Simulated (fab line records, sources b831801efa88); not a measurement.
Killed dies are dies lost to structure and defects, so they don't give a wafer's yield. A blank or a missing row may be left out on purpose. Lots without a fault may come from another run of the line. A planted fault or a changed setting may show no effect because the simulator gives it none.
A struck lot beside a sound one | flow sfq_line | 26 steps out of a route of 325
Sound: wafers L362.1, L362.3, L362.6. Struck: wafers L369.1, L369.2, L369.3. The cause comes at the end.
At each step with rows: each side's tool, then ch and its chambers, then its first start. Under that, the readings that differ: sound wafers | struck wafers | difference of the means | sigmas: that difference in standard deviations of wafers without a fault.
alike: readings whose means differ by less than 2 such deviations, and words and numbers that are the same on both sides. not compared: withheld readings, readings that some wafer has no value for, bounds like >300 that may hide the same value, and numbers for which the record gives no deviation and whose values overlap.
The two part at a step that has a row with sigmas, a row that says differs or no value, or rows on one side only. Numbers that don't overlap but have no deviation are shown without sigmas and don't part them. A reading that every wafer of one side lacks parts them only if that side has two wafers or more.

SFQ_INCOMING_BOW_MEAS_900:
  sound on film_metro-02, day 1 10:00; struck on film_metro-04, day 2 21:00
  alike: INCOMING_BOW
then, 1 step without rows for these wafers: SFQ_TRILAYER_INCOMING_OXIDATION_002 (target thk 500 nm, ox time 4939 s).
SFQ_TRILAYER_L0_DEP_SPUTTER_003: material MoNx KI, target thk 40 nm, time 100 s.
  sound on pvd_sputter-06, day 1 12:29; struck on pvd_sputter-05, day 2 23:29
  alike: throttle_valve_pct
SFQ_L0_RS_MEAS_901: measures by four-point-probe.
  sound on film_metro-01, day 1 12:34; struck on film_metro-03, day 2 23:34
  alike: L0_MONX_KI_RS
SFQ_L0_THK_MEAS_902: measures by xrf.
  sound on film_metro-01, day 1 12:41; struck on film_metro-03, day 2 23:41
  alike: L0_MONX_KI_THK
then, 6 steps without rows for these wafers: SFQ_TRILAYER_L0_LITHO_COAT_010 (resist thk 62 nm); SFQ_TRILAYER_L0_LITHO_COAT_005 (resist thk 600 nm); SFQ_TRILAYER_L0_LITHO_SOFTBAKE_009; SFQ_TRILAYER_L0_LITHO_EXPOSE_006 (exposes mask L0, target cd 2000 nm); SFQ_TRILAYER_L0_LITHO_PEB_008 (peb time 60 s); SFQ_TRILAYER_L0_LITHO_DEVELOP_007 (time 60 s).
SFQ_TRILAYER_L0_BARC_OPEN_METAL_ETCH_010: etches BARC in O2, target depth 125 nm, time 41.7 s.
  sound on rie_metal-01 ch 0,1, day 2 13:13; struck on rie_metal-03 ch 0,1, day 4 04:23
  no value came back on the struck wafers for bias_w (W), chamber_pressure_mTorr (mTorr), drypump_motor_current_A (A), oes_product_au (a.u.); on the sound wafers bias_w (W) reads 79.79 80.15 80.17
  reading                                             | sound           | struck            | difference | sigmas
  model.KrF_of_TRILAYER_L0_LITHO_COAT_005.thk_nm (nm) | 521.7 520.8 522 | 573.9 572.8 571.6 | +51.3      |
  not compared: rf_hours_counter_h
SFQ_TRILAYER_L0_ETCH_METAL_ETCH_008: etches MoNx KI in SF6/O2, stops on SiO2, target depth 50 nm, time 25 s.
  sound on rie_metal-01 ch 0,1, day 2 13:17; struck on rie_metal-03 ch 0,1, day 4 04:27
  reading                                             | sound             | struck            | difference | sigmas
  oes_product_au (a.u.)                               | 0.877 0.883 0.866 | 0.373 0.376 0.385 | -0.497     | -82
  model.KrF_of_TRILAYER_L0_LITHO_COAT_005.thk_nm (nm) | 479.6 478.8 480.7 | 532 531.2 529.6   | +51        |
  alike: bias_w, chamber_pressure_mTorr, drypump_motor_current_A
  not compared: rf_hours_counter_h
SFQ_TRILAYER_L0_STRIP_STRIP_009: strips in O2.
  sound on rie_metal-01 ch 0,1, day 2 13:19; struck on rie_metal-03 ch 0,1, day 4 04:30
  alike: drypump_motor_current_A, oes_product_au
  not compared: rf_hours_counter_h
then, 1 step without rows for these wafers: SFQ_TRILAYER_L0_STRIP_SOLV_CLEAN_010 (cleans in NMP, time 600 s).
SFQ_TRILAYER_L0_CAP_PECVD_011: deposits SiO2 from SiH4/N2O, time 13.333 s, target thk 60 nm.
  sound on pecvd-02 ch 1,2, day 2 14:08; struck on pecvd-03 ch 0,1,2, day 4 05:16
  alike: heater_power_w, throttle_valve_pct
then, 3 steps without rows for these wafers: SFQ_TRILAYER_L0_VIA_LITHO_COAT_018 (resist thk 62 nm); SFQ_TRILAYER_L0_VIA_LITHO_COAT_013 (resist thk 650 nm); SFQ_TRILAYER_L0_VIA_LITHO_SOFTBAKE_017.
-- the record jumps here: 3 days lie between the struck wafers' starts before and after --
SFQ_TRILAYER_L0_VIA_LITHO_EXPOSE_014: exposes mask L0V, target cd 700 nm.
  sound on krf_scanner-02 ch 0, day 5 04:23; struck on krf_scanner-02, day 7 05:25
  no value came back on the struck wafers for exposure_dose_mJ_cm2, focus_offset_nm (nm), stage_vel_mm_s (mm/s); on the sound wafers exposure_dose_mJ_cm2 reads 21.318 21.305 21.318
  alike: mask
then, 2 steps without rows for these wafers: SFQ_TRILAYER_L0_VIA_LITHO_PEB_016 (peb time 60 s); SFQ_TRILAYER_L0_VIA_LITHO_DEVELOP_015 (time 60 s).
SFQ_L0V_OVL_MEAS_903:
  sound on overlay-01, day 5 05:53; struck on overlay-02, day 7 06:55
  reading      | sound | struck | difference                    | sigmas
  L0V_OVL (nm) | 3 6 2 | - - -  | no value on the struck wafers |
SFQ_TRILAYER_L0_VIA_BARC_OPEN_VIA_ETCH_021: etches BARC in O2, target depth 125 nm, time 41.7 s.
  sound on rie_diel-03 ch 0,1,2, day 5 05:55; struck on rie_diel-03 ch 0,1,3, day 7 06:56
  alike: bias_w, chamber_pressure_mTorr, drypump_motor_current_A, oes_product_au
  not compared: rf_hours_counter_h
SFQ_TRILAYER_L0_VIA_ETCH_VIA_ETCH_016: etches SiO2 in CHF3, stops on MoNx KI, target depth 80 nm.
  sound on rie_diel-03 ch 0,1,2, day 5 05:57; struck on rie_diel-03 ch 0,1,3, day 7 06:59
  reading               | sound             | struck            | difference | sigmas
  bias_w (W)            | 79.39 79.58 79.63 | 79.94 79.78 80.49 | +0.54      | +2
  oes_product_au (a.u.) | 0.840 0.832 0.839 | 0.372 0.367 0.366 | -0.469     | -61
  alike: chamber_pressure_mTorr, drypump_motor_current_A
SFQ_TRILAYER_L0_VIA_STRIP_STRIP_017: strips in O2.
  sound on rie_metal-04 ch 0,1, day 5 06:00; struck on rie_metal-02 ch 0,1, day 7 07:02
  reading               | sound             | struck            | difference | sigmas
  oes_product_au (a.u.) | 1.007 1.027 1.014 | 0.993 0.986 0.995 | -0.025     | -3
  alike: drypump_motor_current_A
  not compared: rf_hours_counter_h

WHERE THEY PART
First at SFQ_TRILAYER_L0_BARC_OPEN_METAL_ETCH_010; last, within this record, at SFQ_TRILAYER_L0_VIA_STRIP_STRIP_017.

WHY: what the simulator had put in
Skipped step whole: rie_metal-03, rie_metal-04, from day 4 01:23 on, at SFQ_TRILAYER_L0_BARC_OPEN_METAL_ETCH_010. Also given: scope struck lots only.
